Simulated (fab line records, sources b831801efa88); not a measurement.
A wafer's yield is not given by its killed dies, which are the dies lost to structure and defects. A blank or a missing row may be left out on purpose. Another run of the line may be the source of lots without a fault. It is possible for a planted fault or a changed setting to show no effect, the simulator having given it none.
One fault seen from 2 desks ; flow sky130 ; what lay behind the numbers comes last; until then each desk has only its own

## FROM THE METROLOGY DESK
Lot by lot, what the gauges showed, no matter which tool ran the lot: averages of those sampled wafers that carry a number. Any lot whose mean is over 4 standard deviations away from the usual mean is out of limits and marked OUT; that distance is given in the brackets.
Columns: A = VT_ADJUST_HVTP_TW at SKY_VT_ADJUST_HVTP_TW_MEAS_11, usual 1358
lot;first seen here;A
L928;day 7 07:40;1356
L929;day 7 16:29;1359
L930;day 7 19:29;1358
L933;day 8 15:48;1327 (-5.1) OUT
L934;day 8 21:39;1328 (-4.9) OUT
L935;day 9 06:36;1358
L941;day 10 18:39;1366
L944;day 11 11:36;1363
L945;day 11 17:31;1371
L946;day 11 22:06;1357
L947;day 12 04:28;1356
This desk reports L933, L934 out of limits; the earliest was L933 at day 8 15:48 (VT_ADJUST_HVTP_TW at SKY_VT_ADJUST_HVTP_TW_MEAS_11). L928, L929, L930, L935, L941, L944, L945, L946, L947 stayed within limits.

## TOOL OWNER'S DESK, implanter-01
SKY_VT_ADJUST_HVTP_IMPLANT_09, tool's own readings: per-lot mean of the sampled wafers with a number, covering each lot this tool ran. Any lot whose mean is over 4 standard deviations away from the usual mean is out of limits and marked OUT; that distance is given in the brackets.
Columns: A = beam_energy_keV at SKY_VT_ADJUST_HVTP_IMPLANT_09, usual 150.00
lot;first seen here;A
L930;day 7 19:14;149.94
L933;day 8 15:33;135.83 (-99 or more) OUT
L934;day 8 21:24;135.89 (-99 or more) OUT
L946;day 11 21:51;150.02
This desk finds L933, L934 out of limits, L933 being first, at day 8 15:33 (beam_energy_keV at SKY_VT_ADJUST_HVTP_IMPLANT_09). L930, L946 stayed within limits.

## ALL TOGETHER
The tool owner's desk had the chance to raise an alarm at day 8 15:33 on L933, L934.
The metrology desk could have raised an alarm at day 8 15:48, on L933, L934.
All the named lots went through SKY_VT_ADJUST_HVTP_IMPLANT_09 on implanter-01.

## WHAT THE SIMULATOR HAD PUT IN
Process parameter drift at SKY_VT_ADJUST_HVTP_IMPLANT_09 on implanter-01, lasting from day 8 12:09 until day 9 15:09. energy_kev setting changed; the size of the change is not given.
Shown lots that were struck: L933, L934.
Hours from the fault's start to each desk's first reading out of limits: the tool owner's desk, 3; the metrology desk, 4.
